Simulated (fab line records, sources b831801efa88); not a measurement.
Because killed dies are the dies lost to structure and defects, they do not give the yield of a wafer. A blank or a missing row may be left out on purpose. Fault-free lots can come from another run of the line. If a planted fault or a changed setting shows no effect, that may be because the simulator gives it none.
Check of tool commonality -- flow gf180mcu -- Sample size 12 lots and 42 wafers

== THE REASON FOR OPENING IT ==
GF_VT_IMPLANT_TW_MEAS_32, reading VT_IMPLANT_3_TW: flagged on 2 of 12 lots. No-fault wafers: 268.7, standard deviation 1.2.
Rule: flag the lot when none of its wafers has a number, or when each of its wafers that has one lies beyond 4 standard deviations from that mean. The rest of the lots are taken to be sound.

lot,measured,on,"VT_IMPLANT_3_TW, wafer by wafer",flag
L186,day 7 12:33,film_metro-03,268.7 267.5 269.5,
L187,day 7 20:38,film_metro-03,267.9 268.7 266.9,
L191,day 8 21:44,film_metro-04,268.4 268.4 267.4,
L194,day 9 16:58,film_metro-04,270.1 267.6 268.0,
L196,day 10 04:34,film_metro-04,1216.0 1213.9 1215.9 1215.4 1220.6 1223.6,FLAGGED
L197,day 10 09:19,film_metro-04,1213.4 1216.7 1216.8 1213.2 1214.7 1221.8,FLAGGED
L201,day 11 13:41,film_metro-03,269.0 268.3 267.2,
L202,day 11 20:11,film_metro-03,268.3 269.2 269.5,
L203,day 12 04:46,film_metro-04,269.3 269.4 269.1,
L204,day 12 09:54,film_metro-04,268.3 269.5 267.8,
L206,day 12 21:53,film_metro-04,267.6 266.3 269.0,
L207,day 13 08:52,film_metro-04,267.1 268.1 267.8,
On average the flagged lots read 1216.8, which is +948.1 against the usual, or +99 or more standard deviations.

== TOOL THAT RAN EACH LOT ==
The record keeps 1 process step preceding the reading, out of 602 steps on the route. Every cell lists first the tool, next ch and the chambers used by the sampled wafers, and last the start.
lot,flag,GF_VT_IMPLANT_COAT_13
L186,,"litho_track-03 ch 0, day 6 13:05"
L187,,"litho_track-02 ch 0, day 6 20:09"
L191,,"litho_track-03 ch 0, day 7 19:46"
L194,,"litho_track-03 ch 0, day 8 14:52"
L196,FLAGGED,"litho_track-02, day 9 02:21"
L197,FLAGGED,"litho_track-01, day 9 06:51"
L201,,"litho_track-03 ch 0, day 10 09:58"
L202,,"litho_track-01 ch 0, day 10 15:58"
L203,,"litho_track-01 ch 0, day 10 23:31"
L204,,"litho_track-01 ch 0, day 11 04:42"
L206,,"litho_track-03 ch 0, day 11 16:55"
L207,,"litho_track-01 ch 0, day 12 03:19"
What these steps do:
- GF_VT_IMPLANT_COAT_13: resist thk 1000 nm.
- GF_VT_IMPLANT_TW_MEAS_32

== FLAGGED OVER TOTAL, TOOL BY TOOL (the gauges that took the reading come last) ==
step,tool,lots run,flagged,share of the flagged lots,sound lots run after its first flagged lot
GF_VT_IMPLANT_COAT_13,litho_track-01,5,1,some,"4 (L202,L203,L204,L207)"
GF_VT_IMPLANT_COAT_13,litho_track-02,2,1,some,0
GF_VT_IMPLANT_COAT_13,litho_track-03,5,0,none,-
GF_VT_IMPLANT_TW_MEAS_32,film_metro-03,4,0,none,-
GF_VT_IMPLANT_TW_MEAS_32,film_metro-04,8,2,all,"4 (L203,L204,L206,L207)"

== WHAT THE TABLE PERMITS ==
In the table, 1 row covers all flagged lots: film_metro-04 at GF_VT_IMPLANT_TW_MEAS_32.
- film_metro-04 at GF_VT_IMPLANT_TW_MEAS_32 ran 8 lots, 2 of them flagged. Sound lots followed the first flagged one (L203, L204, L206, L207) on it, something a lasting fault affecting the whole tool could not allow.
There is no row in the table that ran each flagged lot and no sound lot after the first.

== WHAT HAD BEEN PUT IN BY THE SIMULATOR ==
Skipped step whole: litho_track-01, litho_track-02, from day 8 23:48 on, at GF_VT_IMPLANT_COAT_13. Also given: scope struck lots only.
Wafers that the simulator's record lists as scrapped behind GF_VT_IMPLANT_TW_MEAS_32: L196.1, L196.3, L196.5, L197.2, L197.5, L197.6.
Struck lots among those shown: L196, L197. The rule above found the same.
